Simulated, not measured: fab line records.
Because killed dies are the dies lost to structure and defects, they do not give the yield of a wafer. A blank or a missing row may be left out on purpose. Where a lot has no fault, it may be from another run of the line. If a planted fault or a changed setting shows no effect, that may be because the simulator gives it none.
fab line records -- flow sky130
record lots=11, wafers=33, last_day=50
route steps=708 shown VIA4@659 METAL5@662
lots that met no fault: taken from a fault-free run of the same line
start_h: hours from the record's first day to the start of the lot's first wafer shown -- wait_h: time in hours since the lot's previous step -- " as in the row above -- L1.1+2: a row that stands for several wafers -- - no value, or no start given -- * or withheld: withheld -- < > ~ a bound
route shown NAME@n: a module of which the file shows steps, and the number in the route of the first -- usual: mean and standard deviation over wafers with no fault -- same: alike in all rows -- chamber/n: place in a boat -- sites: readings site by site -- _std_site: the values' standard deviation -- _edge_site: the outer-site mean with the inner-site mean subtracted -- radius_mm: for every site, how far away it sits from the centre of the wafer -- mask NAME#n: copy n -- behind: the most recent tool/chamber to have shaped the wafer -- hold: the reason the lot was held/the length of the hold in hours/how it ended -- device: which transistor (n, p or np) failed to switch -- end of line: the same wafers' tests at the end of the route -- a step given without rows: its recipe and nothing more -- killed: dies lost to structure and defects at the first sort, not the wafer's yield -- map: shows each die of a wafer: x if killed, . if not, _ if none is there
set.NAME: the run value of the setting; set.NAME@STEP: its run value at that earlier step -- model.NAME: the simulator's own value behind a step, which no gauge read
a sample of lots followed through the steps of the route, with each step as a table and each wafer as a row
services: the hour from which a tool's chamber was out of use, counted from the record's first day as start_h (under 0 if before that day), plus the number of hours and why
## steps
# step SKY_VIA4_THK_MEAS_20
# recipe thk_meas_gauge=xrf, reads=W_of_VIA4_CVD_18
# usual VIA4_W_THK=503/5.4
lot.wafer,tool,chamber,start_h,wait_h,VIA4_W_THK[nm]
L963.2,film_metro-01,-,996.23,0.1,505
L963.3,film_metro-01,-,996.23,0.1,507
L963.4,film_metro-01,-,996.23,0.1,512
L964.3,film_metro-02,-,1013.27,0.1,504
L964.5,film_metro-02,-,1013.27,0.1,497
L964.6,film_metro-02,-,1013.27,0.1,503
L965.1,film_metro-01,-,1016.10,0.1,495
L965.2,film_metro-01,-,1016.10,0.1,504
L965.3,film_metro-01,-,1016.10,0.1,489
L967.1,film_metro-02,-,1024.55,0.1,502
L967.2,film_metro-02,-,1024.55,0.1,501
L967.6,film_metro-02,-,1024.55,0.1,502
L970.3,film_metro-01,-,1056.28,0.1,511
L970.4,film_metro-01,-,1056.28,0.1,503
L970.6,film_metro-01,-,1056.28,0.1,514
L975.1,film_metro-02,-,1085.48,0.1,497
L975.3,film_metro-02,-,1085.48,0.1,506
L975.4,film_metro-02,-,1085.48,0.1,499
L978.1,film_metro-01,-,1114.22,0.1,503
L978.3,film_metro-01,-,1114.22,0.1,507
L978.6,film_metro-01,-,1114.22,0.1,510
L980.2,film_metro-02,-,1117.23,0.1,504
L980.5,film_metro-02,-,1117.23,0.1,506
L980.6,film_metro-02,-,1117.23,0.1,513
L984.1,film_metro-02,-,1131.29,0.1,496
L984.2,film_metro-02,-,1131.29,0.1,497
L984.5,film_metro-02,-,1131.29,0.1,495
L983.3,film_metro-03,-,1134.78,0.1,511
L983.4,film_metro-03,-,1134.78,0.1,513
L983.5,film_metro-03,-,1134.78,0.1,501
L985.1,film_metro-02,-,1139.08,0.1,498
L985.3,film_metro-02,-,1139.08,0.1,504
L985.4,film_metro-02,-,1139.08,0.1,499
# step SKY_METAL5_SPUTTER_01
# recipe material=TiN, target_thk_nm=20, power_w=6500, time_s=16.7, chamber_pressure_pa=0.4
# usual throttle_valve_pct=30.0/1
lot.wafer,tool,chamber,start_h,wait_h,throttle_valve_pct
L963.2,pvd_sputter-04,-,996.60,0.0,30.3
L963.3,pvd_sputter-04,-,996.60,0.0,31.5
L963.4,pvd_sputter-04,-,996.60,0.0,29.4
L964.3,pvd_sputter-01,-,1013.63,0.0,29.6
L964.5,pvd_sputter-01,-,1013.63,0.0,27.9
L964.6,pvd_sputter-01,-,1013.63,0.0,29.8
L965.1,pvd_sputter-04,-,1016.48,0.0,29.8
L965.2,pvd_sputter-04,-,1016.48,0.0,30.3
L965.3,pvd_sputter-04,-,1016.48,0.0,29.4
L967.1,pvd_sputter-02,-,1025.12,0.0,29.0
L967.2,pvd_sputter-02,-,1025.12,0.0,29.8
L967.6,pvd_sputter-02,-,1025.12,0.0,30.0
L970.3,pvd_sputter-04,-,1056.65,0.0,29.6
L970.4,pvd_sputter-04,-,1056.65,0.0,29.5
L970.6,pvd_sputter-04,-,1056.65,0.0,31.3
L975.1,pvd_sputter-04,-,1085.99,0.0,29.5
L975.3,pvd_sputter-04,-,1085.99,0.0,30.5
L975.4,pvd_sputter-04,-,1085.99,0.0,29.8
L978.1,pvd_sputter-04,-,1114.60,0.0,29.4
L978.3,pvd_sputter-04,-,1114.60,0.0,30.4
L978.6,pvd_sputter-04,-,1114.60,0.0,29.5
L980.2,pvd_sputter-01,-,1118.20,0.0,28.2
L980.5,pvd_sputter-01,-,1118.20,0.0,28.7
L980.6,pvd_sputter-01,-,1118.20,0.0,28.2
L984.1,pvd_sputter-02,-,1131.68,0.0,29.9
L984.2,pvd_sputter-02,-,1131.68,0.0,32.0
L984.5,pvd_sputter-02,-,1131.68,0.0,28.9
L983.3,pvd_sputter-04,-,1135.14,0.0,29.8
L983.4,pvd_sputter-04,-,1135.14,0.0,31.0
L983.5,pvd_sputter-04,-,1135.14,0.0,29.7
L985.1,pvd_sputter-04,-,1139.59,0.0,30.5
L985.3,pvd_sputter-04,-,1139.59,0.0,29.5
L985.4,pvd_sputter-04,-,1139.59,0.0,31.1
# step SKY_METAL5_SPUTTER_03
# recipe material=Ti, target_thk_nm=5, power_w=3000, time_s=3.3, chamber_pressure_pa=0.4
# usual throttle_valve_pct=29.9/1
lot.wafer,tool,chamber,start_h,wait_h,throttle_valve_pct
L963.2,pvd_sputter-04,-,996.68,0.0,30.5
L963.3,pvd_sputter-04,-,996.68,0.0,31.2
L963.4,pvd_sputter-04,-,996.68,0.0,29.2
L964.3,pvd_sputter-01,-,1013.71,0.0,29.4
L964.5,pvd_sputter-01,-,1013.71,0.0,28.1
L964.6,pvd_sputter-01,-,1013.71,0.0,29.2
L965.1,pvd_sputter-04,-,1016.55,0.0,29.9
L965.2,pvd_sputter-04,-,1016.55,0.0,30.4
L965.3,pvd_sputter-04,-,1016.55,0.0,29.4
L967.1,pvd_sputter-02,-,1025.20,0.0,28.8
L967.2,pvd_sputter-02,-,1025.20,0.0,29.9
L967.6,pvd_sputter-02,-,1025.20,0.0,29.7
L970.3,pvd_sputter-04,-,1056.72,0.0,29.6
L970.4,pvd_sputter-04,-,1056.72,0.0,29.6
L970.6,pvd_sputter-04,-,1056.72,0.0,31.3
L975.1,pvd_sputter-04,-,1086.07,0.0,29.5
L975.3,pvd_sputter-04,-,1086.07,0.0,30.3
L975.4,pvd_sputter-04,-,1086.07,0.0,29.4
L978.1,pvd_sputter-04,-,1114.68,0.0,29.1
L978.3,pvd_sputter-04,-,1114.68,0.0,30.3
L978.6,pvd_sputter-04,-,1114.68,0.0,29.6
L980.2,pvd_sputter-01,-,1118.28,0.0,27.7
L980.5,pvd_sputter-01,-,1118.28,0.0,28.5
L980.6,pvd_sputter-01,-,1118.28,0.0,28.2
L984.1,pvd_sputter-02,-,1131.75,0.0,30.0
L984.2,pvd_sputter-02,-,1131.75,0.0,31.9
L984.5,pvd_sputter-02,-,1131.75,0.0,29.0
L983.3,pvd_sputter-04,-,1135.22,0.0,29.9
L983.4,pvd_sputter-04,-,1135.22,0.0,31.0
L983.5,pvd_sputter-04,-,1135.22,0.0,29.7
L985.1,pvd_sputter-04,-,1139.67,0.0,30.3
L985.3,pvd_sputter-04,-,1139.67,0.0,29.7
L985.4,pvd_sputter-04,-,1139.67,0.0,31.4
# step SKY_METAL5_COAT_09
# recipe resist=NOVOLAK, spin_rpm=3000, resist_thk_nm=1800
# usual chill_plate_temp_C=22.99/0.11
lot.wafer,tool,chamber,start_h,wait_h,chill_plate_temp_C
L963.2,litho_track-04,0,1007.27,0.1,23.04
L963.3,litho_track-04,0,1007.27,0.1,23.16
L963.4,litho_track-04,0,1007.27,0.1,23.10
L964.3,litho_track-04,0,1025.15,0.1,22.89
L964.5,litho_track-04,0,1025.15,0.1,22.68
L964.6,litho_track-04,0,1025.15,0.1,22.73
L965.1,litho_track-02,0,1027.59,0.1,22.93
L965.2,litho_track-02,0,1027.59,0.1,22.90
L965.3,litho_track-02,0,1027.59,0.1,23.01
L967.1,litho_track-04,0,1036.30,0.1,22.86
L967.2,litho_track-04,0,1036.30,0.1,23.00
L967.6,litho_track-04,0,1036.30,0.1,23.16
L970.3,litho_track-04,0,1067.50,0.1,22.95
L970.4,litho_track-04,0,1067.50,0.1,22.94
L970.6,litho_track-04,0,1067.50,0.1,22.99
L975.1,litho_track-03,0,1096.16,0.1,22.95
L975.3,litho_track-03,0,1096.16,0.1,22.96
L975.4,litho_track-03,0,1096.16,0.1,22.95
L978.1,litho_track-04,0,1120.60,0.1,22.90
L978.3,litho_track-04,0,1120.60,0.1,22.91
L978.6,litho_track-04,0,1120.60,0.1,23.04
L980.2,litho_track-04,0,1126.98,0.1,23.01
L980.5,litho_track-04,0,1126.98,0.1,23.30
L980.6,litho_track-04,0,1126.98,0.1,22.96
L984.1,litho_track-03,0,1139.91,0.1,22.86
L984.2,litho_track-03,0,1139.91,0.1,23.01
L984.5,litho_track-03,0,1139.91,0.1,23.04
L983.3,litho_track-04,0,1143.65,0.1,23.15
L983.4,litho_track-04,0,1143.65,0.1,23.07
L983.5,litho_track-04,0,1143.65,0.1,23.07
L985.1,litho_track-03,0,1149.36,0.1,23.07
L985.3,litho_track-03,0,1149.36,0.1,23.02
L985.4,litho_track-03,0,1149.36,0.1,22.98
# step SKY_METAL5_STRIP_16
# recipe chemistry=O2/N2, power_w=1400, pressure_mtorr=1500, platen_temp_c=withheld, o2_flow_sccm=3000, n2_flow_sccm=300, overash_fraction=0.5
# usual drypump_motor_current_A=5.44/0.22, oes_product_au=0.711/0.0044, strip_time_to_endpoint_s=13.11/0.14
lot.wafer,tool,chamber,start_h,wait_h,drypump_motor_current_A,oes_product_au,rf_hours_counter_h,strip_time_to_endpoint_s
L963.2,plasma_asher-01,1,1018.81,0.2,5.73,0.715,81,13.12
L963.3,plasma_asher-01,0,1018.81,0.2,5.38,0.710,-,13.12
L963.4,plasma_asher-01,1,1018.81,0.2,5.70,0.719,-,12.82
L964.3,plasma_asher-01,0,1036.69,0.1,5.35,0.715,-,13.01
L964.5,plasma_asher-01,0,1036.69,0.1,5.38,0.719,-,12.92
L964.6,plasma_asher-01,1,1036.69,0.1,5.68,0.720,-,13.13
L965.1,plasma_asher-01,1,1038.53,0.2,5.67,0.711,83,13.02
L965.2,plasma_asher-01,0,1038.53,0.2,5.41,0.714,83,13.14
L965.3,plasma_asher-01,0,1038.53,0.2,5.38,0.713,-,13.10
L967.1,plasma_asher-01,0,1047.78,0.2,5.36,0.708,84,15.44
L967.2,plasma_asher-01,1,1047.78,0.2,5.68,0.714,84,15.54
L967.6,plasma_asher-01,0,1047.78,0.2,5.33,0.709,-,15.46
L970.3,plasma_asher-01,1,1078.15,0.1,5.66,0.704,-,15.33
L970.4,plasma_asher-01,0,1078.15,0.1,5.33,0.719,-,15.36
L970.6,plasma_asher-01,0,1078.15,0.1,5.36,0.711,-,15.41
L975.1,plasma_asher-01,0,1105.77,0.2,5.41,0.703,91,13.31
L975.3,plasma_asher-01,1,1105.77,0.2,5.67,0.715,-,13.16
L975.4,plasma_asher-01,0,1105.77,0.2,5.37,0.710,-,13.10
L978.1,plasma_asher-02,0,1131.68,0.2,5.70,0.709,74,13.26
L978.3,plasma_asher-02,1,1131.68,0.2,5.43,0.716,-,13.21
L978.6,plasma_asher-02,1,1131.68,0.2,5.43,0.711,-,13.24
L980.2,plasma_asher-01,1,1136.55,0.3,5.68,0.717,96,12.81
L980.5,plasma_asher-01,0,1136.55,0.3,5.36,0.713,-,12.80
L980.6,plasma_asher-01,1,1136.55,0.3,5.72,0.710,-,12.83
L984.1,plasma_asher-01,1,1149.97,0.2,5.70,0.710,97,13.34
L984.2,plasma_asher-01,0,1149.97,0.2,5.36,0.715,97,13.19
L984.5,plasma_asher-01,0,1149.97,0.2,5.36,0.712,-,13.25
L983.3,plasma_asher-03,0,1153.74,0.1,5.01,0.700,-,12.89
L983.4,plasma_asher-03,1,1153.74,0.1,5.38,0.711,-,13.10
L983.5,plasma_asher-03,0,1153.74,0.1,5.03,0.714,-,13.24
L985.1,plasma_asher-02,1,1157.93,0.2,5.44,0.715,76,12.87
L985.3,plasma_asher-02,0,1157.93,0.2,5.68,0.711,-,12.93
L985.4,plasma_asher-02,1,1157.93,0.2,5.43,0.709,-,13.26
## services
tool,chamber,start_h,hours,kind
plasma_asher-03,-,1002.60,15.6,pm
pvd_sputter-02,1,1008.60,-,consumable_replace:kit
pvd_sputter-02,1,1008.60,18.0,scheduled_down
pvd_sputter-02,1,1008.60,18.0,vent_cycle
pvd_sputter-02,-,1013.22,1.3,repair
plasma_asher-03,-,1020.95,8.1,repair
plasma_asher-03,-,1047.83,11.6,repair
pvd_sputter-04,-,1058.00,7.9,repair
plasma_asher-03,-,1059.46,9.0,pm
plasma_asher-03,0,1059.46,9.0,vent_cycle
plasma_asher-03,1,1059.46,9.0,vent_cycle
pvd_sputter-01,1,1063.38,-,consumable_replace:kit
pvd_sputter-01,1,1063.38,18.0,scheduled_down
pvd_sputter-01,1,1063.38,18.0,vent_cycle
plasma_asher-03,0,1068.46,-,clean
plasma_asher-03,1,1068.46,-,clean
plasma_asher-02,-,1068.74,48.6,repair
plasma_asher-02,-,1073.56,2.8,repair
pvd_sputter-04,1,1075.65,-,consumable_replace:kit
pvd_sputter-04,1,1075.65,18.0,scheduled_down
pvd_sputter-04,1,1075.65,18.0,vent_cycle
pvd_sputter-04,-,1088.79,6.6,repair
litho_track-02,-,1115.51,-,consumable_replace:filter
## key
first_sign step=SKY_METAL5_STRIP_16, reading=strip_time_to_endpoint_s, direction=up, sigmas=17, usual=*, struck=*
effect none on later readings
met_at SKY_METAL5_COAT_09
struck_lots L967,L970
not_acting_at SKY_VIA4_THK_MEAS_20,SKY_METAL5_SPUTTER_01,SKY_METAL5_SPUTTER_03
onset_between 1025.15 1036.30
fault kind=process_parameter_drift, tool=litho_track-04, chamber=-, onset_h=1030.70, steps=SKY_METAL5_COAT_09, channel=resist_thk_nm, offset=204.73, shape=step, end_h=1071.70, acts_in=these_recipes_only, stated=1800
